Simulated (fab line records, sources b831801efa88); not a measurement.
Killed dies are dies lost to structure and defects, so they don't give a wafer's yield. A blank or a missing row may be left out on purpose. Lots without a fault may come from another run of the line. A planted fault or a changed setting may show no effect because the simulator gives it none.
fab line records | flow sky130
record lots=5 wafers=15 last_day=50
route steps=708 shown LDD_P@259 LDD_HVN@267 LDD_HVP@278 PAD_OPEN@708
lots that met no fault: from a run of the same line without faults
start_h: hours from the record's first day to the start of the lot's first wafer shown | wait_h: hours since the lot's step before | " the same as in the row above | L1.1+2: a row that stands for several wafers | - no value, or no start given | * or withheld: withheld | < > ~ a bound
route shown NAME@n: a module of which the file shows steps, and the number in the route of the first | usual: mean/standard deviation of fault-free wafers | same: alike in all rows | chamber/n: place in a boat | sites: the reading at each site | _std_site: their standard deviation | _edge_site: outer sites' mean less inner sites' | radius_mm: how far each site lies from the wafer's centre | mask NAME#n: copy n | behind: the tool/chamber that last shaped the wafer | hold: why the lot was held/for how many hours/how that ended | device: the transistor (n, p or np) that didn't switch | end of line: the same wafers' tests at the end of the route | a step without rows: its recipe alone | killed: dies lost to structure and defects at the first sort, not the wafer's yield | map: a wafer's dies, x killed, . not, _ none there
set.NAME: the setting as run; set.NAME@STEP: as run at that earlier step | model.NAME: the simulator's own value behind a step, which no gauge read
lots at some steps of the route; a table a step, a row a wafer
services: from which hour (start_h, from the record's first day; less than 0 if before it) a tool's chamber was out of use, for how many hours, and why
## steps
# step SKY_LDD_P_EXPOSE_04
# recipe mask_id=PSDM na=0.6 source_shape=conventional sigma_outer=0.6 polarization=unpolarized target_cd_nm=380 dose_mj=138
# step SKY_LDD_P_PEB_05
# recipe temp_c=withheld time_s=* resist=NOVOLAK
# step SKY_LDD_P_DEVELOP_06
# recipe resist=NOVOLAK developer=TMAH develop_time_s=60 dev_temp_c=23
# step SKY_LDD_P_CD_MEAS_07
# recipe target_cd_nm=380
# usual cd_nm=380.6/2.8
# columns lot.wafer tool chamber start_h wait_h cd_nm
L382.3 cd_sem-02 - 486.10 0.1 383.6
L382.4 " - " " 383.5
L382.6 " - " " 385.4
L384.1 cd_sem-02 - 503.56 0.1 385.8
L384.3 " - " " 385.5
L384.4 " - " " 382.3
L394.1 cd_sem-01 - 579.25 0.1 386.8
L394.3 " - " " 385.5
L394.6 " - " " 386.2
L399.2 cd_sem-02 - 636.87 0.1 381.5
L399.4 " - " " 381.5
L399.6 " - " " 383.4
L400.2 cd_sem-01 - 638.33 0.1 381.3
L400.3 " - " " 383.0
L400.4 " - " " 384.4
# step SKY_LDD_P_OVL_MEAS_08
# usual LDD_P_OVL=-0.6/1.2
# columns lot.wafer tool chamber start_h wait_h LDD_P_OVL[nm]
L382.3 overlay-02 - 486.19 0.1 -0.1
L382.4 " - " " -0.8
L382.6 " - " " -1.4
L384.1 overlay-01 - 503.68 0.1 -1.0
L384.3 " - " " -0.2
L384.4 " - " " -1.2
L394.1 overlay-01 - 579.37 0.1 -2.4
L394.3 " - " " -0.7
L394.6 " - " " 0.4
L399.2 overlay-01 - 636.98 0.1 -2.8
L399.4 " - " " -1.7
L399.6 " - " " -1.2
L400.2 overlay-02 - 638.44 0.1 0.1
L400.3 " - " " -2.0
L400.4 " - " " -0.9
# step SKY_LDD_P_IMPLANT_09
# recipe species=BF2 energy_kev=25 dose_cm2=1e+13 tilt_deg=withheld
# step SKY_LDD_P_STRIP_10
# recipe chemistry=O2/N2 power_w=1400 pressure_mtorr=1500 platen_temp_c=withheld o2_flow_sccm=3000 n2_flow_sccm=300 overash_fraction=0.5
# usual drypump_motor_current_A=6.0/0.51 oes_product_au=0.715/0.0046 strip_time_to_endpoint_s=14.17/0.041
# columns lot.wafer tool chamber start_h wait_h drypump_motor_current_A oes_product_au rf_hours_counter_h strip_time_to_endpoint_s
L382.3 plasma_asher-03 0 486.39 0.1 6.3 0.718 - 14.25
L382.4 " 1 " " 5.7 0.721 - 14.25
L382.6 " 0 " " 6.3 0.722 - 14.18
L384.1 plasma_asher-03 0 503.86 0.1 6.3 0.715 65 14.13
L384.3 " 1 " " 5.7 0.712 - 14.10
L384.4 " 0 " " 6.3 0.717 - 14.06
L394.1 plasma_asher-03 0 579.56 0.1 6.3 0.720 74 14.20
L394.3 " 0 " " 6.3 0.714 - 14.22
L394.6 " 1 " " 5.7 0.717 - 14.24
L399.2 plasma_asher-04 0 637.16 0.1 5.3 0.728 49 14.17
L399.4 " 0 " " 5.4 0.713 - 14.16
L399.6 " 1 " " 6.6 0.721 - 14.15
L400.2 plasma_asher-04 1 638.62 0.1 6.6 0.720 49 14.16
L400.3 " 1 " " 6.6 0.713 - 14.16
L400.4 " 0 " " 5.3 0.727 - 14.15
# step SKY_LDD_P_TW_MEAS_11
# usual LDD_P_TW=635/5.2
# columns lot.wafer tool chamber start_h wait_h LDD_P_TW
L382.3 film_metro-04 - 486.48 0.1 629
L382.4 " - " " 627
L382.6 " - " " 629
L384.1 film_metro-01 - 503.96 0.1 631
L384.3 " - " " 632
L384.4 " - " " 636
L394.1 film_metro-02 - 579.66 0.1 637
L394.3 " - " " 639
L394.6 " - " " 640
L399.2 film_metro-02 - 637.27 0.1 642
L399.4 " - " " 647
L399.6 " - " " 644
L400.2 film_metro-04 - 638.73 0.1 629
L400.3 " - " " 629
L400.4 " - " " 630
# step SKY_LDD_HVN_DEHYDRATE_00
# recipe temp_c=200 time_s=60
# step SKY_LDD_HVN_HMDS_01
# recipe prime_time_s=60 prime_temp_c=120
# step SKY_LDD_HVN_COAT_02
# recipe resist=NOVOLAK spin_rpm=3000 resist_thk_nm=300
# step SKY_LDD_HVN_SOFTBAKE_03
# recipe temp_c=90 time_s=60 resist=NOVOLAK
# step SKY_LDD_HVN_EXPOSE_04
# recipe mask_id=HVNTM na=0.6 source_shape=conventional sigma_outer=0.6 polarization=unpolarized target_cd_nm=700 dose_mj=127
# usual stage_vel_mm_s=500.01/0.25
# columns lot.wafer tool chamber start_h wait_h mask stage_vel_mm_s
L382.3 iline_stepper-01 0 502.77 - HVNTM#0 499.78
L382.4 " 0 " " HVNTM#0 499.92
L382.6 " 0 " " HVNTM#0 499.91
L384.1 iline_stepper-02 0 518.11 - PSDM#0 500.47
L384.3 " 0 " " PSDM#0 500.26
L384.4 " 0 " " PSDM#0 500.09
L394.1 iline_stepper-02 0 595.23 - HVNTM#0 499.28
L394.3 " 0 " " HVNTM#0 499.76
L394.6 " 0 " " HVNTM#0 499.87
L399.2 iline_stepper-02 0 652.15 - HVNTM#0 500.01
L399.4 " 0 " " HVNTM#0 500.27
L399.6 " 0 " " HVNTM#0 499.88
L400.2 iline_stepper-01 0 653.82 - HVNTM#0 500.33
L400.3 " 0 " " HVNTM#0 499.90
L400.4 " 0 " " HVNTM#0 500.02
# step SKY_LDD_HVN_PEB_05
# recipe temp_c=withheld time_s=* resist=NOVOLAK
# step SKY_LDD_HVN_DEVELOP_06
# recipe resist=NOVOLAK developer=TMAH develop_time_s=60 dev_temp_c=23
# step SKY_LDD_HVN_OVL_MEAS_07
# usual LDD_HVN_OVL=0.4/1.2
# columns lot.wafer tool chamber start_h wait_h LDD_HVN_OVL[nm]
L382.3 overlay-02 - 516.72 0.1 -0.9
L382.4 " - " " 0.2
L382.6 " - " " -0.9
L384.1 overlay-02 - 533.30 0.1 -
L384.3 " - " " -
L384.4 " - " " -
L394.1 overlay-01 - 609.50 0.1 -0.2
L394.3 " - " " -1.0
L394.6 " - " " 1.1
L399.2 overlay-01 - 666.51 0.1 0.0
L399.4 " - " " -0.1
L399.6 " - " " 0.8
L400.2 overlay-02 - 668.31 0.1 2.1
L400.3 " - " " 3.3
L400.4 " - " " 2.4
# step SKY_LDD_HVN_IMPLANT_08
# recipe species=P energy_kev=60 dose_cm2=3e+13 tilt_deg=40
# step SKY_LDD_HVN_STRIP_09
# recipe chemistry=O2/N2 power_w=1400 pressure_mtorr=1500 platen_temp_c=withheld o2_flow_sccm=3000 n2_flow_sccm=300 overash_fraction=0.5
# usual drypump_motor_current_A=5.9/0.42 oes_product_au=0.409/0.0041 strip_time_to_endpoint_s=4.135/0.013
# columns lot.wafer tool chamber start_h wait_h drypump_motor_current_A oes_product_au rf_hours_counter_h strip_time_to_endpoint_s
L382.3 plasma_asher-04 0 516.92 0.1 5.4 0.406 - 4.129
L382.4 " 1 " " 6.6 0.419 - 4.102
L382.6 " 0 " " 5.4 0.406 - 4.104
L384.1 plasma_asher-02 1 533.49 0.1 5.6 0.408 86 4.146
L384.3 " 1 " " 5.6 0.408 - 4.121
L384.4 " 0 " " 5.9 0.403 - 4.138
L394.1 plasma_asher-02 1 609.79 0.1 5.6 0.413 93 4.145
L394.3 " 1 " " 5.6 0.405 - 4.134
L394.6 " 1 " " 5.6 0.411 - 4.151
L399.2 plasma_asher-02 0 666.69 0.1 5.8 0.403 99 4.143
L399.4 " 0 " " 5.8 0.421 - 4.126
L399.6 " 1 " " 5.6 0.411 - 4.139
L400.2 plasma_asher-02 0 668.49 0.1 5.9 0.412 99 4.115
L400.3 " 0 " " 5.9 0.404 - 4.130
L400.4 " 1 " " 5.6 0.412 - 4.123
# step SKY_LDD_HVN_TW_MEAS_10
# usual LDD_HVN_TW=1439/12
# columns lot.wafer tool chamber start_h wait_h LDD_HVN_TW
L382.3 film_metro-03 - 517.01 0.1 1445
L382.4 " - " " 1458
L382.6 " - " " 1450
L384.1 film_metro-03 - 533.59 0.1 30
L384.3 " - " " 30
L384.4 " - " " 30
L394.1 film_metro-02 - 609.89 0.1 1444
L394.3 " - " " 1443
L394.6 " - " " 1444
L399.2 film_metro-02 - 666.80 0.1 1443
L399.4 " - " " 1439
L399.6 " - " " 1442
L400.2 film_metro-02 - 668.60 0.1 1443
L400.3 " - " " 1442
L400.4 " - " " 1444
# step SKY_LDD_HVP_DEHYDRATE_00
# recipe temp_c=200 time_s=60
# step SKY_PAD_OPEN_PROBE_99
# usual killed_at_M0_to_M3=42/6.4 killed_at_M4_up=3.2/1.9 killed_at_contacts=24/4.8 killed_at_front_end=16/4.4 killed_at_other=0.3/0.55 killed_dies=86/8.6 killed_on_rim=17/3.5 killed_open=46/6.6 killed_short=39/5.7
# same gross_dies=492 killed_at_back_side=0
# columns lot.wafer tool chamber start_h wait_h killed_at_M0_to_M3 killed_at_M4_up killed_at_contacts killed_at_front_end killed_at_other killed_dies killed_on_rim killed_open killed_short model.etest.pfet_01v8.r_on_ohm_um model.etest.pfet_g5v0d10v5.r_on_ohm_um model.etest.pfet_16v.r_on_ohm_um model.etest.nfet_g5v0d10v5.r_on_ohm_um model.etest.pfet_01v8.drive_ua_um model.etest.pfet_01v8_lvt.drive_ua_um model.etest.nfet_g5v0d10v5.drive_ua_um model.etest.pfet_g5v0d10v5.drive_ua_um
L382.3 prober-01 - 1112.78 0.2 46 7 27 16 2 98 21 52 45 2888 4685 1.514e+04 1857 191 176.4 613.8 348.6
L382.4 prober-01 - 1112.83 0.2 39 6 23 18 0 86 16 46 37 2865 4664 1.49e+04 1878 194.3 177.2 606.9 348.1
L382.6 prober-01 - 1112.93 0.2 45 0 17 10 0 72 17 29 41 2849 4698 1.493e+04 1860 196 176.9 612.1 347.6
L384.1 prober-01 - 1123.01 0.1 41 1 23 427 0 492 96 42 37 6092 6544 1.673e+04 2295 59.02 70 497.2 235.6
L384.3 prober-01 - 1123.11 0.2 41 3 16 432 0 492 96 35 33 6046 6355 1.624e+04 2235 59.17 72.3 513.8 244.3
L384.4 prober-01 - 1123.16 0.2 44 2 29 417 0 492 96 53 37 6141 6442 1.648e+04 2296 58.18 70.49 504.6 241.9
L394.1 prober-01 - 1172.37 0.1 47 3 21 16 0 87 18 48 39 2904 4655 1.478e+04 1871 190.6 175.8 595.4 349
L394.3 prober-01 - 1172.47 0.2 40 2 20 9 0 71 21 37 34 2831 4716 1.505e+04 1902 196.3 176.4 586.3 343.9
L394.6 prober-01 - 1172.62 0.2 40 6 15 19 0 80 19 41 39 2949 4768 1.494e+04 1913 188.8 174.5 593 337.6
L399.2 prober-02 - 1200.22 0.1 35 4 21 12 0 72 19 36 35 2829 4679 1.476e+04 1875 197.8 176.1 604.3 349
L399.4 prober-02 - 1200.32 0.2 55 3 24 13 0 95 20 52 43 2865 4681 1.506e+04 1863 196.4 175 607.3 345.2
L399.6 prober-02 - 1200.42 0.2 43 1 23 12 1 80 12 49 31 2852 4759 1.564e+04 1876 195.7 178.2 608.8 344
L400.2 prober-01 - 1205.09 0.1 26 1 32 12 0 71 15 37 33 2962 4564 1.477e+04 1836 186.7 174.7 620.3 358.4
L400.3 prober-01 - 1205.14 0.2 41 6 38 15 0 100 23 63 37 2972 4645 1.463e+04 1874 188.3 176.1 612.9 352.9
L400.4 prober-01 - 1205.19 0.2 51 10 29 8 0 98 16 50 47 2993 4617 1.542e+04 1847 186.7 174.2 625.1 354
# killed by level:class
L382.3 VIA1:geometric_particle:open=10 LI_CONTACT:geometric_particle:open=9 VIA2:geometric_particle:open=8 CONTACT:geometric_particle:open=6 FIELD_ISO:geometric_particle:open=5 VIA1:geometric_particle:short=5 METAL2:geometric_particle:short=5 FIELD_ISO:geometric_particle:short=4
L382.4 CONTACT:geometric_particle:open=8 VIA2:geometric_particle:open=7 LI_CONTACT:geometric_particle:open=6 VIA1:geometric_particle:open=6 METAL2:geometric_particle:short=6 POLY_GATE:geometric_particle:open=5 METAL4:geometric_particle:short=4 VIA1:geometric_particle:short=4
L382.6 METAL2:geometric_particle:short=11 METAL1:geometric_particle:short=8 LI_CONTACT:geometric_particle:short=5 VIA1:geometric_particle:open=5 LI_CONTACT:geometric_particle:open=4 CONTACT:geometric_particle:open=4 VIA2:geometric_particle:open=4 VIA3:geometric_particle:open=4
L384.1 LDD_HVN:area_expose=413 VIA2:geometric_particle:open=9 VIA1:geometric_particle:open=7 CONTACT:geometric_particle:open=7 LI_CONTACT:geometric_particle:open=6 LOCAL_INTERCONNECT:geometric_particle:short=6 METAL2:geometric_particle:short=6 VIA1:geometric_particle:short=5
L384.3 LDD_HVN:area_expose=424 VIA1:geometric_particle:open=9 VIA2:geometric_particle:open=8 VIA1:geometric_particle:short=7 CONTACT:geometric_particle:open=6 VIA3:geometric_particle:open=5 LI_CONTACT:geometric_particle:short=4 METAL2:geometric_particle:short=4
L384.4 LDD_HVN:area_expose=402 CONTACT:geometric_particle:open=13 VIA1:geometric_particle:open=10 LOCAL_INTERCONNECT:geometric_particle:short=7 VIA2:geometric_particle:short=6 VIA2:geometric_particle:open=5 LI_CONTACT:geometric_particle:open=5 METAL1:geometric_particle:short=5
L394.1 VIA3:geometric_particle:open=12 VIA1:geometric_particle:open=8 POLY_GATE:geometric_particle:open=6 METAL1:geometric_particle:short=6 METAL2:geometric_particle:short=6 LI_CONTACT:geometric_particle:open=5 CONTACT:geometric_particle:short=5 CONTACT:geometric_particle:open=5
L394.3 VIA1:geometric_particle:open=9 LI_CONTACT:geometric_particle:open=6 METAL1:geometric_particle:short=6 VIA3:geometric_particle:open=6 LI_CONTACT:geometric_particle:short=5 METAL2:geometric_particle:short=5 CONTACT:geometric_particle:open=4 VIA2:geometric_particle:short=4
L394.6 VIA1:geometric_particle:open=11 CONTACT:geometric_particle:open=7 VIA1:geometric_particle:short=6 METAL2:geometric_particle:short=6 VIA2:geometric_particle:open=6 FIELD_ISO:geometric_particle:short=5 LI_CONTACT:geometric_particle:open=5 POLY_GATE:geometric_particle:short=5
L399.2 VIA1:geometric_particle:open=11 CONTACT:geometric_particle:open=10 POLY_GATE:geometric_particle:short=4 LI_CONTACT:geometric_particle:open=4 CONTACT:geometric_particle:short=4 METAL1:geometric_particle:short=4 VIA2:geometric_particle:open=4 METAL3:geometric_particle:short=4
L399.4 VIA1:geometric_particle:open=13 CONTACT:geometric_particle:open=9 VIA3:geometric_particle:open=8 METAL1:geometric_particle:short=7 CONTACT:geometric_particle:short=6 VIA2:geometric_particle:open=6 VIA3:geometric_particle:short=5 VIA1:geometric_particle:short=5
L399.6 VIA1:geometric_particle:open=12 CONTACT:geometric_particle:open=10 FIELD_ISO:geometric_particle:open=6 METAL1:geometric_particle:short=6 VIA2:geometric_particle:open=6 LOCAL_INTERCONNECT:geometric_particle:short=5 VIA2:geometric_particle:short=5 VIA1:geometric_particle:short=4
L400.2 CONTACT:geometric_particle:open=8 VIA3:geometric_particle:open=7 CONTACT:geometric_particle:short=6 LI_CONTACT:geometric_particle:short=5 LI_CONTACT:geometric_particle:open=5 LOCAL_INTERCONNECT:geometric_particle:short=5 METAL1:geometric_particle:short=4 VIA1:geometric_particle:open=4
L400.3 CONTACT:geometric_particle:open=15 VIA1:geometric_particle:open=10 LI_CONTACT:geometric_particle:open=9 VIA2:geometric_particle:open=9 METAL1:geometric_particle:short=7 CONTACT:geometric_particle:short=6 FIELD_ISO:geometric_particle:open=4 POLY_GATE:geometric_particle:open=4
L400.4 CONTACT:geometric_particle:open=11 VIA1:geometric_particle:open=10 LI_CONTACT:geometric_particle:open=8 METAL1:geometric_particle:short=7 METAL4:geometric_particle:short=7 METAL2:geometric_particle:short=7 VIA1:geometric_particle:short=6 VIA3:geometric_particle:open=5
# map L384.1 (x killed, . not)
__________xxxxxxxxxx_________
________xxxxxxxxxxxxxx_______
______xxxxxxxxxxxxxxxxxx_____
_____xxxxxxxxxxxxxxxxxxxx____
____xxxxxxxxxxxxxxxxxxxxxx___
___xxxxxxxxxxxxxxxxxxxxxxxx__
__xxxxxxxxxxxxxxxxxxxxxxxxxx_
_xxxxxxxxxxxxxxxxxxxxxxxxxxxx
_xxxxxxxxxxxxxxxxxxxxxxxxxxxx
_xxxxxxxxxxxxxxxxxxxxxxxxxxxx
_xxxxxxxxxxxxxxxxxxxxxxxxxxxx
_xxxxxxxxxxxxxxxxxxxxxxxxxxxx
_xxxxxxxxxxxxxxxxxxxxxxxxxxxx
_xxxxxxxxxxxxxxxxxxxxxxxxxxxx
_xxxxxxxxxxxxxxxxxxxxxxxxxxxx
__xxxxxxxxxxxxxxxxxxxxxxxxxx_
___xxxxxxxxxxxxxxxxxxxxxxxx__
____xxxxxxxxxxxxxxxxxxxxxx___
_____xxxxxxxxxxxxxxxxxxxx____
______xxxxxxxxxxxxxxxxxx_____
________xxxxxxxxxxxxxx_______
__________xxxxxxxxxx_________
# map L394.1 (x killed, . not)
__________...x......_________
________........x....._______
______........x........x_____
_____x...........x...x...____
____.....................x___
___.............x..........__
__.x.......x.x.x.x.x...x...x_
_.xxx.xx.....x.xxx.x..x....x.
_.........x.......x.......x.x
_.x..x.......x......x........
_.x..............xx.xxx..x...
_...........xx............x..
_xx.....x.x.....xx.....x...x.
_x..........x..x.....x.x.x..x
_..........................x.
__....x...x.....x...x..x..x._
___.xx....x.x......x.......__
____..x......x....xx.x....___
_____..x.x........x......____
______......x..x.......x_____
________.............._______
__________......x.x._________
## services
# columns tool chamber start_h hours kind
iline_stepper-02 - 474.58 10.3 repair
iline_stepper-02 0 474.69 - calibration
plasma_asher-04 - 479.01 18.1 repair
iline_stepper-02 - 490.87 2.9 repair
iline_stepper-02 - 493.75 1.7 pm
iline_stepper-01 0 539.08 - calibration
iline_stepper-02 - 605.67 8.9 pm
plasma_asher-04 - 624.56 5.9 repair
iline_stepper-01 - 650.92 1.7 pm
plasma_asher-04 - 653.97 2.2 repair
plasma_asher-03 - 666.36 1.8 repair
## key
first_sign step=SKY_LDD_HVN_EXPOSE_04 reading=mask direction=changed
effect step=SKY_LDD_HVN_OVL_MEAS_07 reading=LDD_HVN_OVL direction=missing
effect step=SKY_LDD_HVN_TW_MEAS_10 reading=LDD_HVN_TW direction=down sigmas=99+ usual=1439 struck=30
effect step=SKY_PAD_OPEN_PROBE_99 reading=killed_at_front_end direction=up sigmas=94 usual=16 struck=425
model_effect step=SKY_PAD_OPEN_PROBE_99 value=etest.pfet_01v8.r_on_ohm_um without=3018 struck=6093
more_kills_born_at SKY_LDD_HVN_EXPOSE_04@iline_stepper-02=1239
met_at SKY_LDD_HVN_EXPOSE_04
struck_wafers L384.1,L384.3,L384.4
tester_left_out L384
fault kind=wrong_mask tool=any chamber=- onset_h=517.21 steps=SKY_LDD_HVN_EXPOSE_04 aux_copy=PSDM#0 scope=struck_lots_only
# tester_left_out: of these lots the tester's yield and bins aren't shown, on N5 and GAA mostly nor the transistor test; their killed dies are dies lost to structure and defects alone, not to doping, threshold or leakage, so they don't give the yield
